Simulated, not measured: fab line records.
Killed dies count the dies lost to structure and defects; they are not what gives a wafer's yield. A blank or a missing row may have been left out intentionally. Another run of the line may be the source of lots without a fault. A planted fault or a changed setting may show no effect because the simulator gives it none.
fab line records | flow sky130
record lots=5 | wafers=15 | last-day=50
route steps=708 shown VIA2@509 METAL3@532 PAD_OPEN@708
lots untouched by any fault: they come from a run of this same line in which no faults occurred
start-h: hours from the record's first day to the start of the lot's first wafer shown | wait-h: time in hours since the lot's previous step | " unchanged from the row above | L1.1+2: a single row standing in for several wafers | - no value, or no start given | * or withheld: withheld | < > ~ a bound
route shown NAME@n: a module of which the file shows steps, and the number in the route of the first | usual: mean/standard deviation of fault-free wafers | same: alike in all rows | chamber/n: place in a boat | sites: the reading at each site | _std_site: standard deviation of those values | _edge_site: outer sites' mean less inner sites' | radius-mm: for every site, how far away it sits from the centre of the wafer | mask NAME#n: copy n | behind: the most recent tool/chamber to have shaped the wafer | hold: why the lot was held/for how many hours/how that ended | device: transistor that didn't switch, given as n, p or np | end of line: tests run on the same wafers once the route is complete | for a step that has no rows: nothing shown but its recipe | killed: the dies lost at the first sort to structure and to defects; this is not the yield of the wafer | map: a wafer's dies, marking killed ones x, the rest . and places with no die _
set.NAME: the setting the step ran with; set.NAME@STEP: the setting that earlier step ran with | model.NAME: the simulator's own value behind a step, which no gauge read
lots at some steps of the route; a table a step, a row a wafer
services: when a tool's chamber went out of use (start-h, in hours from the record's first day, below 0 if earlier), for how many hours, and the reason
## steps
# step SKY_VIA2_CMP_02
# recipe material=SiO2 | down-force-psi=4 | platen-rpm=60 | pad-velocity-m-s=0.94248
# usual head-pressure-psi=4.000/0.0081 | motor-current-A=11.7/0.84
lot.wafer | tool   | chamber | start-h | wait-h | head-pressure-psi | motor-current-A
L716.1    | cmp-01 | 2       | 840.18  | 0.1    | 4.000             | 11.1
L716.4    | "      | 3       | "       | "      | 4.004             | 12.4
L716.6    | "      | 2       | "       | "      | 3.991             | 11.2
L723.3    | cmp-01 | 2       | 897.40  | 0.0    | 4.001             | 10.4
L723.4    | "      | 3       | "       | "      | 4.016             | 12.0
L723.6    | "      | 3       | "       | "      | 4.007             | 12.1
L724.2    | cmp-02 | 3       | 906.78  | 0.0    | 4.017             | 12.7
L724.3    | "      | 0       | "       | "      | 3.988             | 11.6
L724.4    | "      | 1       | "       | "      | 3.992             | 10.9
L732.2    | cmp-01 | 0       | 970.81  | 0.0    | 4.007             | 13.2
L732.3    | "      | 1       | "       | "      | 3.996             | 11.1
L732.4    | "      | 3       | "       | "      | 4.003             | 12.2
L734.3    | cmp-02 | 2       | 978.16  | 0.1    | 3.996             | 12.5
L734.5    | "      | 0       | "       | "      | 4.002             | 11.7
L734.6    | "      | 1       | "       | "      | 3.998             | 10.2
# step SKY_VIA2_BOW_MEAS_03
# recipe mode=bow
# usual VIA2_BOW=86/6.8
lot.wafer | tool          | chamber | start-h | wait-h | VIA2_BOW[um]
L716.1    | film-metro-04 | -       | 840.48  | 0.2    | 85
L716.4    | "             | -       | "       | "      | 84
L716.6    | "             | -       | "       | "      | 101
L723.3    | film-metro-03 | -       | 897.74  | 0.3    | 84
L723.4    | "             | -       | "       | "      | 92
L723.6    | "             | -       | "       | "      | 90
L724.2    | film-metro-04 | -       | 907.10  | 0.3    | 79
L724.3    | "             | -       | "       | "      | 90
L724.4    | "             | -       | "       | "      | 85
L732.2    | film-metro-01 | -       | 971.14  | 0.3    | 79
L732.3    | "             | -       | "       | "      | 82
L732.4    | "             | -       | "       | "      | 75
L734.3    | film-metro-01 | -       | 978.40  | 0.2    | 101
L734.5    | "             | -       | "       | "      | 87
L734.6    | "             | -       | "       | "      | 77
# step SKY_VIA2_DEHYDRATE_04
# recipe temp-c=200 | time-s=60
# step SKY_VIA2_HMDS_05
# recipe prime-time-s=60 | prime-temp-c=120
# step SKY_VIA2_COAT_06
# recipe resist=BARC | temp-c=withheld | time-s=withheld | spin-rpm=3000 | resist-thk-nm=60
# step SKY_VIA2_COAT_07
# recipe resist=KrF-thick | spin-rpm=3000 | resist-thk-nm=450
# step SKY_VIA2_SOFTBAKE_08
# recipe temp-c=100 | time-s=90 | resist=KrF-thick
# step SKY_VIA2_EXPOSE_09
# recipe mask-id=VIM2 | na=0.8 | source-shape=annular | sigma-inner=0.55 | sigma-outer=0.85 | target-cd-nm=200 | dose-mj=38
# step SKY_VIA2_PEB_10
# recipe peb-temp-c=withheld | peb-time-s=withheld | resist=KrF-thick
# step SKY_VIA2_DEVELOP_11
# recipe develop-time-s=60 | resist=KrF-thick | dev-temp-c=21
# step SKY_VIA2_CD_MEAS_12
# recipe target-cd-nm=200
# usual cd-nm=200.5/1.4
lot.wafer | tool      | chamber | start-h | wait-h | cd-nm
L716.1    | cd-sem-02 | -       | 866.97  | -      | 201.8
L716.4    | "         | -       | "       | "      | 202.1
L716.6    | "         | -       | "       | "      | 201.9
L723.3    | cd-sem-02 | -       | 922.61  | -      | 202.2
L723.4    | "         | -       | "       | "      | 201.5
L723.6    | "         | -       | "       | "      | 200.7
L724.2    | cd-sem-02 | -       | 932.85  | -      | 199.9
L724.3    | "         | -       | "       | "      | 201.0
L724.4    | "         | -       | "       | "      | 200.1
L732.2    | cd-sem-01 | -       | 994.87  | -      | 203.8
L732.3    | "         | -       | "       | "      | 203.2
L732.4    | "         | -       | "       | "      | 203.6
L734.3    | cd-sem-02 | -       | 1001.82 | -      | 199.6
L734.5    | "         | -       | "       | "      | 200.1
L734.6    | "         | -       | "       | "      | 199.4
# step SKY_VIA2_OVL_MEAS_13
# usual VIA2_OVL=2/5.7
lot.wafer | tool       | chamber | start-h | wait-h | VIA2_OVL[nm]
L716.1    | overlay-01 | -       | 867.09  | 0.1    | 1
L716.4    | "          | -       | "       | "      | 1
L716.6    | "          | -       | "       | "      | 1
L723.3    | overlay-02 | -       | 922.71  | 0.1    | -5
L723.4    | "          | -       | "       | "      | 6
L723.6    | "          | -       | "       | "      | 3
L724.2    | overlay-01 | -       | 932.96  | 0.1    | 2
L724.3    | "          | -       | "       | "      | 12
L724.4    | "          | -       | "       | "      | -1
L732.2    | overlay-02 | -       | 994.98  | 0.1    | 6
L732.3    | "          | -       | "       | "      | 5
L732.4    | "          | -       | "       | "      | 7
L734.3    | overlay-01 | -       | 1001.91 | 0.1    | -1
L734.5    | "          | -       | "       | "      | 8
L734.6    | "          | -       | "       | "      | 14
# step SKY_VIA2_ETCH_14
# recipe chemistry=N2/H2 | target=BARC | ion-energy-ev=200 | source-w=500 | bias-w=100 | pressure-mtorr=30 | n2-flow-sccm=100 | h2-flow-sccm=200 | stop-on=SiO2 | time-s=45.9 | target-depth-a=600
# usual drypump-motor-current-A=5.57/0.27 | oes-product-au=0.855/0.005 | throttle-valve-pct=13.226/0.0082
lot.wafer | tool        | chamber | start-h | wait-h | drypump-motor-current-A | oes-product-au | rf-hours-counter-h | throttle-valve-pct | model.KrF-thick_of_VIA2_COAT_07.thk-nm | model.etch.depth-nm | model.VIA2.cd-nm
L716.1    | rie-diel-01 | 3       | 867.13  | 0.0    | 5.46                    | 0.861          | 6                  | 13.222             | 391.8                                  | 59.7                | 201.4
L716.4    | "           | 2       | "       | "      | 5.69                    | 0.849          | -                  | 13.254             | 393.2                                  | 59.81               | 202.5
L716.6    | "           | 3       | "       | "      | 5.50                    | 0.855          | -                  | 13.237             | 393                                    | 59.76               | 201.1
L723.3    | rie-diel-02 | 1       | 922.73  | 0.0    | 5.08                    | 0.824          | 25                 | 13.214             | 405.8                                  | 55.52               | 198.9
L723.4    | "           | 2       | "       | "      | 6.02                    | 0.848          | 11                 | 13.228             | 394.6                                  | 60.18               | 201.6
L723.6    | "           | 0       | "       | "      | 5.22                    | 0.857          | -                  | 13.215             | 394.3                                  | 60.24               | 200.5
L724.2    | rie-diel-01 | 0       | 932.99  | 0.0    | 6.00                    | 0.858          | 2                  | 13.218             | 392.4                                  | 60.18               | 199.8
L724.3    | "           | 2       | "       | "      | 5.69                    | 0.860          | 7                  | 13.229             | 393.8                                  | 60.12               | 200
L724.4    | "           | 3       | "       | "      | 5.50                    | 0.857          | 7                  | 13.241             | 393.3                                  | 60.23               | 199.5
L732.2    | rie-diel-02 | 0       | 995.01  | 0.0    | 5.24                    | 0.845          | 9                  | 13.234             | 393.4                                  | 60.13               | 204.2
L732.3    | "           | 1       | "       | "      | 5.02                    | 0.850          | 27                 | 13.238             | 394.7                                  | 60.11               | 203.1
L732.4    | "           | 2       | "       | "      | 6.03                    | 0.855          | 12                 | 13.202             | 394.1                                  | 60.04               | 203.5
L734.3    | rie-diel-03 | 2       | 1001.94 | 0.0    | 5.55                    | 0.866          | 16                 | 13.234             | 394.7                                  | 60.03               | 199.2
L734.5    | "           | 1       | "       | "      | 5.36                    | 0.850          | -                  | 13.242             | 394.7                                  | 60.07               | 200.2
L734.6    | "           | 2       | "       | "      | 5.55                    | 0.866          | -                  | 13.222             | 394.3                                  | 60.14               | 199.4
# step SKY_VIA2_ETCH_15
# recipe target=SiO2 | chemistry=C4F8/O2/Ar | target-depth-nm=546 | stop-on=TiN | mask-material=KrF-thick | source-w=1500 | bias-w=1200 | pressure-mtorr=40 | c4f8-flow-sccm=withheld | O2_flow_sccm=6 | Ar_flow_sccm=300 | time-s=84
# usual oes-product-au=0.940/0.0048
lot.wafer | tool        | chamber | start-h | wait-h | oes-product-au | rf-hours-counter-h | model.KrF-thick_of_VIA2_COAT_07.thk-nm
L716.1    | rie-diel-01 | 3       | 867.17  | 0.0    | 0.942          | 6                  | 282.3
L716.4    | "           | 2       | "       | "      | 0.939          | -                  | 282.7
L716.6    | "           | 3       | "       | "      | 0.941          | -                  | 285
L723.3    | rie-diel-02 | 1       | 922.77  | 0.0    | 0.371          | 25                 | 295.7
L723.4    | "           | 2       | "       | "      | 0.945          | 11                 | 285.4
L723.6    | "           | 0       | "       | "      | 0.941          | -                  | 284.2
L724.2    | rie-diel-01 | 0       | 933.03  | 0.0    | 0.938          | 2                  | 280.2
L724.3    | "           | 2       | "       | "      | 0.944          | 7                  | 283.5
L724.4    | "           | 3       | "       | "      | 0.939          | 7                  | 284.4
L732.2    | rie-diel-02 | 0       | 995.05  | 0.0    | 0.943          | 9                  | 282.4
L732.3    | "           | 1       | "       | "      | 0.940          | 27                 | 283.1
L732.4    | "           | 2       | "       | "      | 0.937          | 13                 | 283.8
L734.3    | rie-diel-03 | 2       | 1001.98 | 0.0    | 0.942          | 16                 | 284.9
L734.5    | "           | 1       | "       | "      | 0.936          | -                  | 286.2
L734.6    | "           | 2       | "       | "      | 0.933          | -                  | 283.9
# step SKY_VIA2_STRIP_16
# recipe chemistry=O2/N2 | power-w=1400 | pressure-mtorr=1500 | platen-temp-c=withheld | o2-flow-sccm=3000 | n2-flow-sccm=300 | overash-fraction=0.5
# usual drypump-motor-current-A=5.6/0.32 | oes-product-au=0.398/0.0046 | strip-time-to-endpoint-s=4.044/0.021
lot.wafer | tool            | chamber | start-h | wait-h | drypump-motor-current-A | oes-product-au | rf-hours-counter-h | strip-time-to-endpoint-s
L716.1    | plasma-asher-01 | 0       | 867.23  | 0.0    | 5.1                     | 0.398          | 106                | 4.020
L716.4    | "               | 1       | "       | "      | 5.7                     | 0.392          | -                  | 4.040
L716.6    | "               | 1       | "       | "      | 5.7                     | 0.401          | -                  | 4.078
L723.3    | plasma-asher-01 | 1       | 922.87  | 0.1    | 5.7                     | 0.405          | -                  | 4.178
L723.4    | "               | 0       | "       | "      | 5.1                     | 0.405          | -                  | 4.065
L723.6    | "               | 1       | "       | "      | 5.7                     | 0.396          | -                  | 4.060
L724.2    | plasma-asher-02 | 1       | 933.09  | 0.0    | 6.1                     | 0.392          | 51                 | 4.019
L724.3    | "               | 1       | "       | "      | 6.1                     | 0.393          | -                  | 4.048
L724.4    | "               | 0       | "       | "      | 5.3                     | 0.399          | -                  | 4.065
L732.2    | plasma-asher-01 | 1       | 995.11  | 0.0    | 5.7                     | 0.395          | 120                | 4.024
L732.3    | "               | 0       | "       | "      | 5.1                     | 0.398          | -                  | 4.020
L732.4    | "               | 1       | "       | "      | 5.7                     | 0.402          | -                  | 4.057
L734.3    | plasma-asher-04 | 1       | 1002.08 | 0.1    | 5.9                     | 0.396          | -                  | 4.065
L734.5    | "               | 1       | "       | "      | 5.9                     | 0.408          | -                  | 4.067
L734.6    | "               | 0       | "       | "      | 5.7                     | 0.399          | -                  | 4.041
# step SKY_VIA2_STRIP_17
# recipe chemistry=post-etch-residue-remover | time-s=1200 | temp-c=72.5
# step SKY_VIA2_CLEAN_18
# recipe chemistry=IPA | time-s=180 | temp-c=25
# step SKY_VIA2_CLEAN_19
# recipe chemistry=O3/DIW | dry=n2-spin
# step SKY_VIA2_SPUTTER_20
# recipe material=TiN | target-thk-nm=20 | chamber-pressure-pa=5 | power-w=4000 | time-s=80
# usual throttle-valve-pct=30.4/1.4
lot.wafer | tool           | chamber | start-h | wait-h | throttle-valve-pct
L716.1    | pvd-sputter-02 | -       | 867.87  | 0.0    | 32.6
L716.4    | "              | -       | "       | "      | 30.6
L716.6    | "              | -       | "       | "      | 30.6
L723.3    | pvd-sputter-01 | -       | 923.43  | 0.0    | 28.7
L723.4    | "              | -       | "       | "      | 29.2
L723.6    | "              | -       | "       | "      | 30.4
L724.2    | pvd-sputter-02 | -       | 933.68  | 0.0    | 33.0
L724.3    | "              | -       | "       | "      | 30.5
L724.4    | "              | -       | "       | "      | 29.0
L732.2    | pvd-sputter-03 | -       | 995.71  | 0.0    | 28.6
L732.3    | "              | -       | "       | "      | 32.3
L732.4    | "              | -       | "       | "      | 29.8
L734.3    | pvd-sputter-02 | -       | 1002.63 | 0.0    | 30.3
L734.5    | "              | -       | "       | "      | 32.8
L734.6    | "              | -       | "       | "      | 30.2
# step SKY_VIA2_CVD_21
# recipe material=W | target-thk-nm=420 | time-s=126.4 | temp-c=400 | pressure-torr=40
# usual heater-power-w=891/59 | susceptor-temp-C=400.02/0.21
lot.wafer | tool     | chamber | start-h | wait-h | heater-power-w | since-wet-clean-h | susceptor-temp-C
L716.1    | cvd-w-01 | 1       | 867.93  | 0.0    | 850            | 964               | 400.11
L716.4    | "        | 1       | "       | "      | 898            | -                 | 399.91
L716.6    | "        | 1       | "       | "      | 859            | -                 | 399.73
L723.3    | cvd-w-02 | 1       | 923.54  | 0.1    | 882            | -                 | 399.88
L723.4    | "        | 0       | "       | "      | 952            | -                 | 399.62
L723.6    | "        | 0       | "       | "      | 964            | -                 | 399.74
L724.2    | cvd-w-02 | 0       | 933.74  | 0.0    | 949            | 530               | 400.02
L724.3    | "        | 0       | "       | "      | 966            | -                 | 400.04
L724.4    | "        | 1       | "       | "      | 869            | -                 | 400.47
L732.2    | cvd-w-02 | 1       | 995.77  | 0.0    | 876            | 592               | 400.14
L732.3    | "        | 1       | "       | "      | 876            | -                 | 399.58
L732.4    | "        | 0       | "       | "      | 967            | -                 | 400.31
L734.3    | cvd-w-02 | 0       | 1002.74 | 0.1    | 934            | -                 | 400.00
L734.5    | "        | 0       | "       | "      | 957            | -                 | 400.15
L734.6    | "        | 1       | "       | "      | 845            | -                 | 399.98
# step SKY_VIA2_CMP_24
# recipe stop-on=SiO2 | t-overpolish-s=20 | down-force-psi=3.5 | platen-rpm=60 | target-thk-nm=0 | pad-velocity-m-s=0.94248
# usual head-pressure-psi=3.500/0.0068 | motor-current-A=10.7/0.67 | overpolish-run-s=20.000/0.0086 | time-to-endpoint-s=101/3.6
lot.wafer | tool   | chamber | start-h | wait-h | head-pressure-psi | motor-current-A | overpolish-run-s | time-to-endpoint-s
L716.4    | cmp-02 | 3       | 868.24  | 0.0    | 3.502             | 10.5            | 20.013           | 109
L716.1    | "      | 1       | "       | "      | 3.495             | 9.8             | 20.002           | 108
L716.6    | "      | 3       | "       | "      | 3.503             | 11.0            | 20.005           | 108
L723.3    | cmp-01 | 2       | 923.86  | 0.1    | 3.493             | 10.3            | 19.989           | 100
L723.4    | "      | 3       | "       | "      | 3.500             | 10.9            | 19.989           | 99
L723.6    | "      | 2       | "       | "      | 3.496             | 10.1            | 19.998           | 100
L724.3    | cmp-02 | 1       | 934.05  | 0.0    | 3.500             | 10.0            | 19.991           | 97
L724.2    | "      | 3       | "       | "      | 3.488             | 11.1            | 20.002           | 99
L724.4    | "      | 0       | "       | "      | 3.493             | 11.1            | 19.989           | 96
L732.3    | cmp-02 | 1       | 996.08  | 0.0    | 3.500             | 9.8             | 20.009           | 101
L732.2    | "      | 3       | "       | "      | 3.506             | 10.9            | 19.995           | 96
L732.4    | "      | 0       | "       | "      | 3.505             | 10.2            | 20.009           | 106
L734.3    | cmp-02 | 1       | 1003.16 | 0.2    | 3.501             | 9.6             | 20.005           | 102
L734.6    | "      | 2       | "       | "      | 3.503             | 11.2            | 20.005           | 99
L734.5    | "      | 3       | "       | "      | 3.500             | 10.8            | 20.004           | 96
# step SKY_METAL3_SPUTTER_00
# recipe material=Ti | target-thk-nm=15 | power-w=3000 | time-s=10 | chamber-pressure-pa=0.4
# usual throttle-valve-pct=30.8/1.3
lot.wafer | tool           | chamber | start-h | wait-h | throttle-valve-pct
L716.1    | pvd-sputter-03 | -       | 868.54  | 0.1    | 32.6
L716.4    | "              | -       | "       | "      | 30.6
L716.6    | "              | -       | "       | "      | 28.4
L723.4    | pvd-sputter-04 | -       | 924.11  | 0.1    | 31.1
L723.6    | "              | -       | "       | "      | 32.4
L724.2    | pvd-sputter-02 | -       | 934.35  | 0.1    | 29.0
L724.3    | "              | -       | "       | "      | 32.7
L724.4    | "              | -       | "       | "      | 30.2
L732.2    | pvd-sputter-02 | -       | 996.38  | 0.1    | 30.2
L732.3    | "              | -       | "       | "      | 30.1
L732.4    | "              | -       | "       | "      | 29.3
L734.3    | pvd-sputter-02 | -       | 1003.31 | 0.1    | 29.9
L734.5    | "              | -       | "       | "      | 32.5
L734.6    | "              | -       | "       | "      | 29.9
# step SKY_METAL3_SPUTTER_01
# recipe material=TiN | target-thk-nm=20 | power-w=6500 | time-s=16.7 | chamber-pressure-pa=0.4
# usual throttle-valve-pct=30.8/1.4
lot.wafer | tool           | chamber | start-h | wait-h | throttle-valve-pct
L716.1    | pvd-sputter-03 | -       | 868.56  | 0.0    | 32.5
L716.4    | "              | -       | "       | "      | 30.5
L716.6    | "              | -       | "       | "      | 28.5
L723.4    | pvd-sputter-04 | -       | 924.13  | 0.0    | 31.2
L723.6    | "              | -       | "       | "      | 32.3
L724.2    | pvd-sputter-02 | -       | 934.38  | 0.0    | 29.1
L724.3    | "              | -       | "       | "      | 32.3
L724.4    | "              | -       | "       | "      | 30.1
L732.2    | pvd-sputter-02 | -       | 996.40  | 0.0    | 30.6
L732.3    | "              | -       | "       | "      | 30.3
L732.4    | "              | -       | "       | "      | 29.1
L734.3    | pvd-sputter-02 | -       | 1003.33 | 0.0    | 30.1
L734.5    | "              | -       | "       | "      | 32.2
L734.6    | "              | -       | "       | "      | 30.0
# step SKY_METAL3_SPUTTER_02
# recipe material=AlCu | target-thk-nm=735 | power-w=10600 | time-s=39.1 | chamber-pressure-pa=0.4
# usual throttle-valve-pct=30.8/1.3
lot.wafer | tool           | chamber | start-h | wait-h | throttle-valve-pct
L716.1    | pvd-sputter-03 | -       | 868.59  | 0.0    | 32.5
L716.4    | "              | -       | "       | "      | 31.1
L716.6    | "              | -       | "       | "      | 28.5
L723.4    | pvd-sputter-04 | -       | 924.15  | 0.0    | 30.8
L723.6    | "              | -       | "       | "      | 32.2
L724.2    | pvd-sputter-02 | -       | 934.40  | 0.0    | 29.3
L724.3    | "              | -       | "       | "      | 32.7
L724.4    | "              | -       | "       | "      | 30.0
L732.2    | pvd-sputter-02 | -       | 996.43  | 0.0    | 30.2
L732.3    | "              | -       | "       | "      | 29.9
L732.4    | "              | -       | "       | "      | 29.3
L734.3    | pvd-sputter-02 | -       | 1003.35 | 0.0    | 30.3
L734.5    | "              | -       | "       | "      | 32.8
L734.6    | "              | -       | "       | "      | 30.2
# step SKY_PAD_OPEN_PROBE_99
lot.wafer  | tool      | chamber | start-h | wait-h | model.etest.licon-to-gate.open | model.etest.res_p_drift_20v.open | model.etest.res-poly.open | model.etest.met2-comb.under-floor | model.etest.pfet_16v.under-floor | model.etest.field-p.under-floor | model.etest.diode-pdiff-nwell-hv.under-floor | model.etest.cap-poly-to-well.open
L716.1+4+6 | prober-02 | -       | 1092.25 | 0.1    | 0                              | 0                                | 0                         | 0                                 | 0                                | 0                               | 0                                            | 0
L723.3     | prober-01 | -       | 1133.62 | 0.2    | 1                              | 1                                | 1                         | 1                                 | 1                                | 1                               | 1                                            | 1
L723.4+6   | prober-01 | -       | 1133.67 | 0.2    | 0                              | 0                                | 0                         | 0                                 | 0                                | 0                               | 0                                            | 0
L724.2+3+4 | prober-02 | -       | 1143.30 | 0.1    | 0                              | 0                                | 0                         | 0                                 | 0                                | 0                               | 0                                            | 0
L732.2+3+4 | prober-01 | -       | 1187.76 | 0.1    | 0                              | 0                                | 0                         | 0                                 | 0                                | 0                               | 0                                            | 0
L734.3+5+6 | prober-01 | -       | 1194.04 | 0.2    | 0                              | 0                                | 0                         | 0                                 | 0                                | 0                               | 0                                            | 0
# killed by level:class
L716.1 VIA1:geometric-particle:open=12 CONTACT:geometric-particle:open=9 VIA3:geometric-particle:open=7 VIA2:geometric-particle:open=7 LI_CONTACT:geometric-particle:open=5 LOCAL_INTERCONNECT:geometric-particle:short=5 FIELD_ISO:geometric-particle:open=4 POLY_GATE:geometric-particle:open=4
L716.4 CONTACT:geometric-particle:open=9 FIELD_ISO:geometric-particle:open=8 LI_CONTACT:geometric-particle:open=8 LOCAL_INTERCONNECT:geometric-particle:short=7 VIA3:geometric-particle:open=7 VIA2:geometric-particle:short=7 VIA1:geometric-particle:short=6 METAL2:geometric-particle:short=6
L716.6 CONTACT:geometric-particle:open=11 LI_CONTACT:geometric-particle:open=8 LOCAL_INTERCONNECT:geometric-particle:short=8 CONTACT:geometric-particle:short=7 METAL1:geometric-particle:short=7 VIA1:geometric-particle:open=6 METAL2:geometric-particle:short=5 VIA2:geometric-particle:open=4
L724.2 CONTACT:geometric-particle:open=12 VIA2:geometric-particle:open=8 VIA1:geometric-particle:short=7 LI_CONTACT:geometric-particle:open=6 VIA1:geometric-particle:open=6 METAL2:geometric-particle:short=6 VIA3:geometric-particle:open=5 POLY_GATE:geometric-particle:open=4
L724.3 VIA1:geometric-particle:open=11 METAL2:geometric-particle:short=9 CONTACT:geometric-particle:open=9 LI_CONTACT:geometric-particle:open=8 VIA3:geometric-particle:open=8 POLY_GATE:geometric-particle:short=5 VIA2:geometric-particle:open=5 FIELD_ISO:geometric-particle:open=4
L724.4 VIA1:geometric-particle:open=11 CONTACT:geometric-particle:open=9 VIA2:geometric-particle:open=7 CONTACT:geometric-particle:short=6 LI_CONTACT:geometric-particle:open=6 FIELD_ISO:geometric-particle:short=4 FIELD_ISO:geometric-particle:open=4 LOCAL_INTERCONNECT:geometric-particle:short=4
L732.2 CONTACT:geometric-particle:open=13 FIELD_ISO:geometric-particle:short=7 LOCAL_INTERCONNECT:geometric-particle:short=7 FIELD_ISO:geometric-particle:open=6 VIA1:geometric-particle:open=6 VIA3:geometric-particle:open=6 CONTACT:geometric-particle:short=5 POLY_GATE:geometric-particle:short=4
L732.3 VIA1:geometric-particle:open=14 CONTACT:geometric-particle:open=12 VIA3:geometric-particle:open=8 METAL1:geometric-particle:short=6 VIA2:geometric-particle:open=6 CONTACT:geometric-particle:short=5 FIELD_ISO:geometric-particle:short=4 FIELD_ISO:geometric-particle:open=4
L732.4 CONTACT:geometric-particle:open=9 LOCAL_INTERCONNECT:geometric-particle:short=7 VIA1:geometric-particle:open=6 LI_CONTACT:geometric-particle:open=6 CONTACT:geometric-particle:short=5 METAL1:geometric-particle:short=5 METAL2:geometric-particle:short=5 POLY_GATE:geometric-particle:short=4
L734.3 METAL2:geometric-particle:short=14 LI_CONTACT:geometric-particle:open=9 VIA3:geometric-particle:open=8 POLY_GATE:geometric-particle:short=6 VIA1:geometric-particle:short=4 VIA2:geometric-particle:open=4 METAL3:geometric-particle:short=4 FIELD_ISO:geometric-particle:short=3
L734.5 VIA1:geometric-particle:open=13 VIA1:geometric-particle:short=12 METAL2:geometric-particle:short=11 LI_CONTACT:geometric-particle:open=10 FIELD_ISO:geometric-particle:short=8 CONTACT:geometric-particle:open=8 VIA2:geometric-particle:open=7 FIELD_ISO:geometric-particle:open=5
L734.6 VIA1:geometric-particle:open=12 METAL1:geometric-particle:short=10 LI_CONTACT:geometric-particle:open=9 CONTACT:geometric-particle:open=9 VIA3:geometric-particle:open=6 VIA2:geometric-particle:open=5 FIELD_ISO:geometric-particle:open=4 POLY_GATE:geometric-particle:short=4
## services
tool            | chamber | start-h | hours | kind
pvd-sputter-01  | -       | 821.99  | 3.1   | repair
cmp-02          | -       | 834.53  | 3.8   | repair
cvd-w-01        | 1       | 837.48  | 6.4   | repair
pvd-sputter-01  | -       | 843.82  | 2.5   | repair
cmp-01          | -       | 849.31  | 3.4   | repair
cmp-01          | -       | 861.18  | 0.8   | repair
plasma-asher-04 | -       | 864.55  | 20.6  | pm
pvd-sputter-02  | -       | 882.17  | 6.3   | repair
cvd-w-01        | 0       | 890.54  | 3.4   | repair
pvd-sputter-02  | 0       | 890.71  | -     | consumable-replace:kit
cmp-02          | -       | 895.50  | 4.1   | pm
rie-diel-01     | 0       | 899.64  | 4.7   | repair
cmp-01          | -       | 900.53  | 0.6   | repair
pvd-sputter-03  | -       | 901.97  | 4.1   | repair
rie-diel-01     | 2       | 903.55  | 2.1   | repair
cvd-w-01        | -       | 904.00  | 14.0  | pm
rie-diel-01     | -       | 911.74  | 14.6  | pm
cmp-02          | -       | 912.14  | 4.0   | pm
plasma-asher-01 | -       | 913.98  | 0.5   | repair
cvd-w-01        | -       | 933.00  | 6.0   | pm
cmp-01          | -       | 943.29  | 0.4   | repair
cmp-01          | -       | 947.81  | 7.6   | repair
cmp-01          | -       | 956.24  | 6.8   | pm
rie-diel-03     | 2       | 982.33  | 4.8   | repair
## key
first-sign step=SKY_VIA2_ETCH_14 | reading=oes-product-au | direction=down | sigmas=6.1 | usual=0.855 | struck=0.824
effect step=SKY_VIA2_ETCH_15 | reading=oes-product-au | direction=down | sigmas=99+ | usual=0.940 | struck=0.371
effect step=SKY_VIA2_STRIP_16 | reading=strip-time-to-endpoint-s | direction=up | sigmas=6.4 | usual=* | struck=*
effect step=SKY_METAL3_SPUTTER_00 | reading=visit | direction=missing
effect step=SKY_METAL3_SPUTTER_01 | reading=visit | direction=missing
effect step=SKY_METAL3_SPUTTER_02 | reading=visit | direction=missing
model-effect step=SKY_VIA2_ETCH_14 | value=KrF-thick_of_VIA2_COAT_07.thk-nm | without=393.3 | struck=405.8
model-effect step=SKY_VIA2_ETCH_15 | value=KrF-thick_of_VIA2_COAT_07.thk-nm | without=283.3 | struck=295.7
model-effect step=SKY_PAD_OPEN_PROBE_99 | value=etest.licon-to-gate.open | without=0 | struck=1
met-at SKY_VIA2_ETCH_14
struck-wafers L723.3
later-rows-left-out L723.3
sort-left-out L723.3
fault kind=process-parameter-drift | tool=rie-diel-02 | chamber=1 | onset-h=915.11 | steps=SKY_VIA2_ETCH_14 | channel=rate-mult | offset=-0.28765 | shape=step | end-h=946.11
# sort-left-out: the simulated sort isn't trusted on such a fault, so these wafers' sort isn't shown, and their yield isn't known
# later-rows-left-out: the simulator's readings of these wafers behind a module that went badly wrong aren't trusted and aren't shown, but for the sort
